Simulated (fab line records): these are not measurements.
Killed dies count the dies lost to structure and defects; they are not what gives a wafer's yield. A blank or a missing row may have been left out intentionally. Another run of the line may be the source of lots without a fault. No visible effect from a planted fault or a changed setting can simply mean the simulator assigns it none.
Check for tools in common || flow sky130 || 36 wafers sampled across 12 lots

WHAT PROMPTED THE OPENING
At SKY_NWELL_OVL_MEAS_10 the reading NWELL_00_OVL is flagged on 4 of 12 lots. Wafers without a fault read -0.7 nm, standard deviation 1.5.
Rule: a lot is flagged when every wafer of it that has a number lies more than 4 standard deviations from that mean, or none has a number. All remaining lots are regarded as sound.

{"lot": "L469", "measured": "day 4 09:00", "on": "overlay-02", "NWELL_00_OVL (nm), wafer by wafer": "0.1 -0.5 0.8", "flag": ""}
{"lot": "L470", "measured": "day 4 16:31", "on": "overlay-01", "NWELL_00_OVL (nm), wafer by wafer": "-1.8 -1.1 -0.7", "flag": ""}
{"lot": "L472", "measured": "day 5 01:52", "on": "overlay-02", "NWELL_00_OVL (nm), wafer by wafer": "-2.4 0.2 -0.2", "flag": ""}
{"lot": "L475", "measured": "day 5 19:46", "on": "overlay-02", "NWELL_00_OVL (nm), wafer by wafer": "-116.0 -113.0 -113.8", "flag": "FLAGGED"}
{"lot": "L476", "measured": "day 6 01:34", "on": "overlay-02", "NWELL_00_OVL (nm), wafer by wafer": "-1.2 -2.5 -1.1", "flag": ""}
{"lot": "L478", "measured": "day 6 10:53", "on": "overlay-01", "NWELL_00_OVL (nm), wafer by wafer": "-111.7 -112.4 -112.8", "flag": "FLAGGED"}
{"lot": "L479", "measured": "day 6 19:13", "on": "overlay-01", "NWELL_00_OVL (nm), wafer by wafer": "-112.1 -112.9 -113.6", "flag": "FLAGGED"}
{"lot": "L480", "measured": "day 7 03:33", "on": "overlay-01", "NWELL_00_OVL (nm), wafer by wafer": "-1.6 -0.8 -0.1", "flag": ""}
{"lot": "L481", "measured": "day 7 07:47", "on": "overlay-02", "NWELL_00_OVL (nm), wafer by wafer": "-111.2 -110.9 -111.8", "flag": "FLAGGED"}
{"lot": "L486", "measured": "day 8 13:13", "on": "overlay-01", "NWELL_00_OVL (nm), wafer by wafer": "-2.5 -4.4 -1.5", "flag": ""}
{"lot": "L490", "measured": "day 9 16:17", "on": "overlay-01", "NWELL_00_OVL (nm), wafer by wafer": "2.4 2.1 2.9", "flag": ""}
{"lot": "L492", "measured": "day 10 03:52", "on": "overlay-01", "NWELL_00_OVL (nm), wafer by wafer": "-3.3 -3.7 -3.9", "flag": ""}
Average over the flagged lots: -112.7 nm; offset from the usual -112.0 nm, equal to -75 standard deviations.

LOT BY LOT: THE TOOL USED
The record holds 1 process step before the reading, out of a route of 708 steps. Cell contents, in order: the tool; ch with the chambers the sampled wafers went through; the start.
{"lot": "L469", "flag": "", "SKY_NWELL_EXPOSE_07": "ilineStepper-02 ch 0, day 4 00:47"}
{"lot": "L470", "flag": "", "SKY_NWELL_EXPOSE_07": "ilineStepper-01 ch 0, day 4 08:33"}
{"lot": "L472", "flag": "", "SKY_NWELL_EXPOSE_07": "ilineStepper-02 ch 0, day 4 17:18"}
{"lot": "L475", "flag": "FLAGGED", "SKY_NWELL_EXPOSE_07": "ilineStepper-02 ch 0, day 5 10:32"}
{"lot": "L476", "flag": "", "SKY_NWELL_EXPOSE_07": "ilineStepper-01 ch 0, day 5 17:44"}
{"lot": "L478", "flag": "FLAGGED", "SKY_NWELL_EXPOSE_07": "ilineStepper-02 ch 0, day 6 02:34"}
{"lot": "L479", "flag": "FLAGGED", "SKY_NWELL_EXPOSE_07": "ilineStepper-02 ch 0, day 6 09:53"}
{"lot": "L480", "flag": "", "SKY_NWELL_EXPOSE_07": "ilineStepper-01 ch 0, day 6 18:28"}
{"lot": "L481", "flag": "FLAGGED", "SKY_NWELL_EXPOSE_07": "ilineStepper-02 ch 0, day 6 22:22"}
{"lot": "L486", "flag": "", "SKY_NWELL_EXPOSE_07": "ilineStepper-01 ch 0, day 8 02:42"}
{"lot": "L490", "flag": "", "SKY_NWELL_EXPOSE_07": "ilineStepper-01 ch 0, day 9 05:19"}
{"lot": "L492", "flag": "", "SKY_NWELL_EXPOSE_07": "ilineStepper-01 ch 0, day 9 17:02"}
What these steps do:
- SKY_NWELL_EXPOSE_07: exposes mask NWM, target cd 840 nm.
- SKY_NWELL_OVL_MEAS_10

FLAGGED AGAINST TOTAL, ONE TOOL AT A TIME (gauges that did the reading follow at the end)
{"step": "SKY_NWELL_EXPOSE_07", "tool": "ilineStepper-01", "lots run": 6, "flagged": 0, "share of the flagged lots": "none", "sound lots run after its first flagged lot": "-"}
{"step": "SKY_NWELL_EXPOSE_07", "tool": "ilineStepper-02", "lots run": 6, "flagged": 4, "share of the flagged lots": "all", "sound lots run after its first flagged lot": 0}
{"step": "SKY_NWELL_OVL_MEAS_10", "tool": "overlay-01", "lots run": 7, "flagged": 2, "share of the flagged lots": "some", "sound lots run after its first flagged lot": "4 (L480,L486,L490,L492)"}
{"step": "SKY_NWELL_OVL_MEAS_10", "tool": "overlay-02", "lots run": 5, "flagged": 2, "share of the flagged lots": "some", "sound lots run after its first flagged lot": "1 (L476)"}

WHAT THE TABLE ALLOWS
In the table, 1 row covers all flagged lots: ilineStepper-02 at SKY_NWELL_EXPOSE_07.
- ilineStepper-02 at SKY_NWELL_EXPOSE_07: 4 of its 6 lots flagged. A fault beginning between L472 (day 4 17:18), its last sound lot, and L475 (day 5 10:32), its first flagged one, fits the data.
Just one tool remains: ilineStepper-02 at SKY_NWELL_EXPOSE_07.

WHAT THE SIMULATOR HAD PUT IN
Scanner matching overlay: ilineStepper-02, from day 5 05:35 on, at SKY_NWELL_EXPOSE_07. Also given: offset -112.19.
Lots struck among those shown: L475, L478, L479, L481. Same finding as the rule above.
